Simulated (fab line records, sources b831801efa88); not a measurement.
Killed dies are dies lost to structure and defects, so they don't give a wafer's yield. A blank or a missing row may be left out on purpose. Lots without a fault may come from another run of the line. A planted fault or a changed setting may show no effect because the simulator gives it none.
A struck lot beside a sound one | flow sky130 | 15 steps out of a route of 708
Sound: wafers L797.3, L797.4, L797.5. Struck: wafers L811.1, L811.3, L811.6. The cause comes at the end.
At each step with rows: each side's tool, then ch and its chambers, then its first start. Under that, the readings that differ: sound wafers | struck wafers | difference of the means | sigmas: that difference in standard deviations of wafers without a fault.
alike: readings whose means differ by less than 2 such deviations, and words and numbers that are the same on both sides. not compared: withheld readings, readings that some wafer has no value for, bounds like >300 that may hide the same value, and numbers for which the record gives no deviation and whose values overlap.
The two part at a step that has a row with sigmas, a row that says differs or no value, or rows on one side only. Numbers that don't overlap but have no deviation are shown without sigmas and don't part them. A reading that every wafer of one side lacks parts them only if that side has two wafers or more.

first, 3 steps without rows for these wafers: SKY_LI_CONTACT_EXPOSE_09 (exposes mask LICM1, target cd 170 nm); SKY_LI_CONTACT_PEB_10; SKY_LI_CONTACT_DEVELOP_11 (develop time 60 s).
SKY_LI_CONTACT_CD_MEAS_12: target cd 170 nm.
  sound on cd_sem-01, day 29 02:02; struck on cd_sem-02, day 33 17:36
  alike: cd_nm
SKY_LI_CONTACT_OVL_MEAS_13:
  sound on overlay-01, day 29 02:07; struck on overlay-01, day 33 17:43
  alike: LI_CONTACT_OVL
SKY_LI_CONTACT_ETCH_14: etches BARC in N2/H2, stops on SiO2, time 45.9 s, target depth 60 nm.
  sound on rie_diel-03 ch 0,2,3, day 29 02:09; struck on rie_diel-02 ch 2,3, day 33 17:45
  alike: drypump_motor_current_A, oes_product_au, throttle_valve_pct
  not compared: rf_hours_counter_h
SKY_LI_CONTACT_ETCH_15: etches PSG in C4F8/O2/Ar, stops on Si, target depth 600 nm.
  sound on rie_diel-03 ch 0,2,3, day 29 02:11; struck on rie_diel-02 ch 2,3, day 33 17:48
  alike: oes_product_au
SKY_LI_CONTACT_STRIP_16: strips in O2/N2.
  sound on plasma_asher-02 ch 0,1, day 29 02:19; struck on plasma_asher-02 ch 0,1, day 33 17:53
  alike: drypump_motor_current_A, oes_product_au, strip_time_to_endpoint_s
  not compared: rf_hours_counter_h
then, 2 steps without rows for these wafers: SKY_LI_CONTACT_CLEAN_17 (cleans in NMP, time 600 s); SKY_LI_CONTACT_PRE_CLEAN_18 (time 5.6 s).
SKY_LI_CONTACT_SPUTTER_19: material Ti, target thk 20 nm, time 106.37 s.
  sound on pvd_sputter-04, day 29 02:34; struck on pvd_sputter-01, day 33 18:11
  alike: substrate_temp_c, throttle_valve_pct
SKY_LI_CONTACT_SPUTTER_20: material TiN, target thk 20 nm, time 80 s.
  sound on pvd_sputter-04, day 29 02:39; struck on pvd_sputter-01, day 33 18:15
  alike: throttle_valve_pct
SKY_LI_CONTACT_CVD_21: deposits W, target thk 400 nm, time 120.56 s.
  sound on cvd_w-02 ch 0,1, day 29 02:45; struck on cvd_w-01 ch 0,1, day 33 18:19
  reading                      | sound             | struck            | difference | sigmas
  chamber_pressure_Torr (Torr) | 40.14 39.95 40.07 | 41.23 41.25 41.12 | +1.15      | +14
  alike: heater_power_w, susceptor_temp_C
  not compared: since_wet_clean_h
SKY_LI_CONTACT_RS_MEAS_22: measures by four-point-probe.
  sound on film_metro-01, day 29 02:52; struck on film_metro-01, day 33 18:26
  alike: LI_CONTACT_W_RS
-- the record jumps here: 15 days lie between the struck wafers' starts before and after (it left off in module LI_CONTACT and takes up again in module PAD_OPEN, whose first step shown is number 708 of the route) --
SKY_PAD_OPEN_PROBE_99:
  sound on prober-01, day 45 16:10; struck on prober-02, day 49 03:20
  alike: killed_at_M0_to_M3, killed_at_M4_up, killed_at_contacts, killed_at_front_end, killed_at_other, killed_dies, killed_open, killed_short

WHERE THEY PART
Only at SKY_LI_CONTACT_CVD_21, within this record. Later steps at which nothing parts them and some readings are alike: SKY_LI_CONTACT_RS_MEAS_22, SKY_PAD_OPEN_PROBE_99.

WHY: what the simulator had put in
Process parameter drift: cvd_w-01, from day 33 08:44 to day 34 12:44, at SKY_LI_CONTACT_CVD_21. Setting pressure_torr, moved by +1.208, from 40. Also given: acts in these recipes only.
